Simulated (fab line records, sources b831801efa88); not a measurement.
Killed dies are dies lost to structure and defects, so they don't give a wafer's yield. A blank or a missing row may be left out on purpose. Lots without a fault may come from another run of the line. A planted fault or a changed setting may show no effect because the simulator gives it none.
Chamber matching | flow gf180mcu | GF_CONTACT_CMP_04 on cmp-02: 4 sister chambers
The step polishes SiO2. 4 wafers are shown with their chamber, then 7 later ones without.

WAFERS WITH THEIR CHAMBER
wafer  | chamber | motor_current_A (A)
L168.5 | 3       | 13.0
L177.3 | 2       | 13.8
L183.2 | 0       | 13.5
L183.4 | 1       | 13.6

WAFERS WITHOUT THEIR CHAMBER
wafer  | motor_current_A (A)
L183.6 | 13.6
L187.1 | 12.6
L187.4 | 13.0
L187.6 | 13.3
L190.3 | 13.4
L190.4 | 12.2
L190.5 | 12.3

WHICH CHAMBER EACH WENT THROUGH
wafer  | from the rows above               | in truth
L183.6 | can't be placed: 1 or 0 or 2 or 3 | 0
L187.1 | can't be placed: 3 or 0 or 1 or 2 | 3
L187.4 | can't be placed: 3 or 0 or 1 or 2 | 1
L187.6 | can't be placed: 0 or 1 or 3 or 2 | 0
L190.3 | can't be placed: 0 or 1 or 2 or 3 | 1
L190.4 | can't be placed: 3 or 0 or 1 or 2 | 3
L190.5 | can't be placed: 3 or 0 or 1 or 2 | 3
Placed correctly: 0 of 7. Can't be placed from these rows: 7 (the true chamber is among the candidates in 7). Placed wrongly: 0.
How it was worked out, from the rows above alone: a wafer's distance from a chamber is the root of the sum, over the readings, of the square of ((its reading less the chamber's mean) divided by the reading's scatter). The wafer belongs to the nearest chamber; if the next one is less than 2 further off, it can't be placed. A chamber's mean is the mean of its shown wafers. The scatter: with one shown wafer a chamber, the root of the mean of the squares of how far each hidden wafer lies from its nearest shown one.
